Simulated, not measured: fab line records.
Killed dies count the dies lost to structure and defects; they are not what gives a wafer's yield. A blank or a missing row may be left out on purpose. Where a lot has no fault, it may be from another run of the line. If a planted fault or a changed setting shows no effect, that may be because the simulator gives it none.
Which of the tools did it?	flow gf180mcu	Sampling: 14 lots, 38 wafers, 4 of 602 route steps

## WHAT THE GAUGES READ, wafer by wafer
GF_SAB_THK_MEAS_01. Usual: SAB_CVD_00_THK gives 49.9 nm (standard deviation 0.66).
lot	measured	on	SAB_CVD_00_THK (nm)	flag
L326	day 14 19:44	film-metro-03	49.8 49.8 50.9	
L328	day 15 11:47	film-metro-03	50.9 49.4 51.4	
L330	day 16 00:44	film-metro-03	49.1 48.8 50.4	
L331	day 16 14:07	film-metro-02	50.2 50.4 50.7	
L332	day 16 19:10	film-metro-04	49.0 50.4 49.7	
L334	day 17 11:17	film-metro-02	49.1 51.4 50.8	
L338	day 19 00:36	film-metro-02	49.1 70.5 49.2 70.5	OFF
L339	day 19 05:17	film-metro-02	50.4 71.4 50.4 71.4	OFF
L340	day 19 13:55	film-metro-03	70.2 70.2	OFF
L343	day 20 19:23	film-metro-03	49.3 50.3 49.9	
L344	day 21 01:07	film-metro-03	50.3 49.3 50.4	
L345	day 21 09:25	film-metro-03	49.2 48.5 50.4	
L347	day 21 19:41	film-metro-03	49.7 50.7 50.6	
L348	day 22 13:50	film-metro-04	49.8 49.8 49.3	

GF_SAB_OVL_MEAS_10. Usual: SAB_OVL gives 0.5 nm (standard deviation 1.4).
lot	measured	on	SAB_OVL (nm)	flag
L326	day 15 17:05	overlay-02	1.8 2.0 0.2	
L328	day 16 09:58	overlay-01	-0.9 -1.5 0.7	
L330	day 16 22:41	overlay-02	0.4 2.6 1.1	
L331	day 17 12:38	overlay-02	1.0 1.7 1.6	
L332	day 17 18:25	overlay-02	1.9 2.1 1.3	
L334	day 18 10:17	overlay-01	-3.3 -1.3 -1.2	
L338	day 20 00:59	overlay-02	0.7 0.8	
L339	day 20 04:44	overlay-02	0.3 -0.4	
L340	day 20 13:20	overlay-01	1.2	
L343	day 21 18:44	overlay-01	0.0 1.6 0.9	
L344	day 22 01:04	overlay-01	0.0 0.5 1.3	
L345	day 22 09:13	overlay-01	1.1 1.4 0.3	
L347	day 22 18:22	overlay-01	1.2 -0.5 2.3	
L348	day 23 12:50	overlay-02	-1.0 0.4 0.3	

GF_CONTACT_BOW_MEAS_05. Usual: CONTACT_BOW gives 65 um (standard deviation 6.3).
lot	measured	on	CONTACT_BOW (um)	flag
L326	day 15 19:17	film-metro-02	64 73 56	
L328	day 16 11:27	film-metro-04	76 55 74	
L330	day 17 00:08	film-metro-04	61 62 62	
L331	day 17 14:12	film-metro-01	59 74 61	
L332	day 17 20:02	film-metro-01	63 64 64	
L334	day 18 11:44	film-metro-02	70 75 80	
L338	day 20 02:26	film-metro-04	63 62	
L339	day 20 06:11	film-metro-02	63 60	
L340	day 20 14:47	film-metro-02	61	
L343	day 21 20:12	film-metro-04	65 65 63	
L344	day 22 02:31	film-metro-01	64 68 55	
L345	day 22 10:40	film-metro-02	65 65 72	
L347	day 22 19:49	film-metro-04	68 60 73	
L348	day 23 14:17	film-metro-01	67 65 72	

## WHAT TOOL EACH LOT RAN ON (gives the tool, then ch and the chambers of the sampled wafers, and finally the start)
lot	GF_SAB_CVD_00
L326	pecvd-03 ch 0,2, day 14 19:41
L328	pecvd-03 ch 0,2, day 15 11:46
L330	pecvd-03 ch 0,1,2, day 16 00:43
L331	pecvd-02 ch 0,1, day 16 14:05
L332	pecvd-01 ch 0,1,2, day 16 19:09
L334	pecvd-03 ch 0,1,2, day 17 11:15
L338	pecvd-01 ch 0,1, day 19 00:34
L339	pecvd-01 ch 1, day 19 05:15
L340	pecvd-01 ch 1, day 19 13:53
L343	pecvd-03 ch 0,1, day 20 19:20
L344	pecvd-03 ch 0,1,2, day 21 01:05
L345	pecvd-02 ch 0,1,2, day 21 09:23
L347	pecvd-01 ch 0,1,2, day 21 19:40
L348	pecvd-03 ch 0,1,2, day 22 13:49
- GF_SAB_CVD_00: deposits SiO2 from TEOS, target thk 50 nm, time 4.9302 s.

## WHAT THE TOOLS THEMSELVES READ (means of the sampled wafers that have a number; where no wafer has one, the mark that the record gives instead)
GF_SAB_CVD_00. Usual: heater-power-w at 631 W, with a standard deviation of 120.
lot	tool	heater-power-w (W)	flag
L326	pecvd-03	520	
L328	pecvd-03	579	
L330	pecvd-03	507	
L331	pecvd-02	683	
L332	pecvd-01	719	
L334	pecvd-03	541	
L338	pecvd-01	721	
L339	pecvd-01	610	
L340	pecvd-01	666	
L343	pecvd-03	533	
L344	pecvd-03	575	
L345	pecvd-02	712	
L347	pecvd-01	673	
L348	pecvd-03	558	

## THE ANSWER, worked out from the rows above alone
Rule: a lot is off if the mean of its wafers that have a number lies more than 3 standard deviations from the usual mean. A lot without any number at a reading at which 4 lots or more have one is off too. All remaining lots with rows at the step are treated as sound. After the gauges, taken in route order, come the tools' own readings; for these a lot's mean is taken, as printed above. The first step at which some lot is off is used, and at that step the reading that is off furthest; a lot without a number counts as furthest.
Off: at GF_SAB_THK_MEAS_01 (SAB_CVD_00_THK), L338, L339, L340.
If a tool, at a process step before that reading, ran all the lots that are off and no sound lot after the first of them, it fits. Gauges at GF_SAB_THK_MEAS_01: tried the same way as those tools. Of those tried, none fits.

## WHAT THE SIMULATOR PUT IN
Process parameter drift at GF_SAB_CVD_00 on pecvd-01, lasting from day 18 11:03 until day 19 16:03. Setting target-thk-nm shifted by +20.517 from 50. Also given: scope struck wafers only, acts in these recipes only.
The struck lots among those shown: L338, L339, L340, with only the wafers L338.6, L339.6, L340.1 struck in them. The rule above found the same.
